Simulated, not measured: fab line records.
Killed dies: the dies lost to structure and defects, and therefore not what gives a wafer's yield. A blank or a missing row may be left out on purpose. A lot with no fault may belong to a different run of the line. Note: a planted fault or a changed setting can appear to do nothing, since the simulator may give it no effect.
2 desks looking at one fault	flow gf180mcu	every desk sees just its own numbers, and what lay behind them comes last

== METROLOGY DESK ==
What the gauges read for every lot (on any tool): the sampled wafers with a number, averaged. If a lot's mean is further than 4 standard deviations from the usual mean, the lot is out of limits and carries the mark OUT (the distance appears in the brackets).
Columns: A = cdNm at GF_V4_CD_MEAS_14, usual 259.6 nm
lot	first seen here	A
L707	day 24 09:44	260.1
L709	day 25 07:11	258.0
L710	day 25 10:30	259.4
L715	day 27 04:14	259.6
L719	day 28 12:41	260.8
L724	day 29 20:54	260.1
L725	day 30 02:07	261.3
L726	day 30 10:23	259.1
L727	day 30 17:02	261.3
L729	day 31 01:01	258.3
L730	day 31 08:31	259.5
This desk's verdict: no lot among the 11 shows anything out of limits.

== AT THE TOOL OWNER'S DESK: rieMetal-02 ==
The tool's own readings at GF_M5_METAL_ETCH_10 (etches the open film in Cl2/BCl3, stops on SiO2, target depth 750.8 nm, time 125.1 s): means of the sampled wafers that have a number, for each lot that ran on this tool. If a lot's mean is further than 4 standard deviations from the usual mean, the lot is out of limits and carries the mark OUT (the distance appears in the brackets).
Columns: A = drypumpMotorCurrentA at GF_M5_METAL_ETCH_10, usual 5.9 A; B = heBacksideLeakSccm at GF_M5_METAL_ETCH_10, usual 3.3 sccm; C = mfcCl2Sccm at GF_M5_METAL_ETCH_10, usual 80.04 sccm; D = oesProductAu at GF_M5_METAL_ETCH_10, usual 0.989 a.u.; E = throttleValvePct at GF_M5_METAL_ETCH_10, usual 28.230 %
lot	first seen here	A	B	C	D	E
L707	day 26 07:12	5.8	3.4	79.59	0.986	28.231
L715	day 28 21:48	5.8	3.9	80.08	0.994	28.222
L724	day 31 11:36	5.6	3.2	79.99	0.907 (-12) OUT	28.326 (+8.7) OUT
L725	day 31 16:06	5.7	3.2	80.31	0.915 (-10) OUT	28.305 (+6.8) OUT
Finding of this desk: L724, L725 out of limits; the first was L724 at day 31 11:36, on oesProductAu at GF_M5_METAL_ETCH_10. L707, L715 stayed within limits.

== ALL TOGETHER ==
An alarm could have come from the tool owner's desk at day 31 11:36, on L724, L725.
The metrology desk saw nothing out of limits.
The metrology desk has L724, L725 on record, within its limits.
Every lot named ran GF_M5_METAL_ETCH_10 on rieMetal-02.

== WHAT THE SIMULATOR HAD PUT IN ==
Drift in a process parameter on rieMetal-02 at GF_M5_METAL_ETCH_10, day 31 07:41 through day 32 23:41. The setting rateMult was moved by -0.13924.
Lots struck among those shown: L724, L725.
How many hours passed from the start of the fault until each desk's first out-of-limits reading: the tool owner's desk, 4.
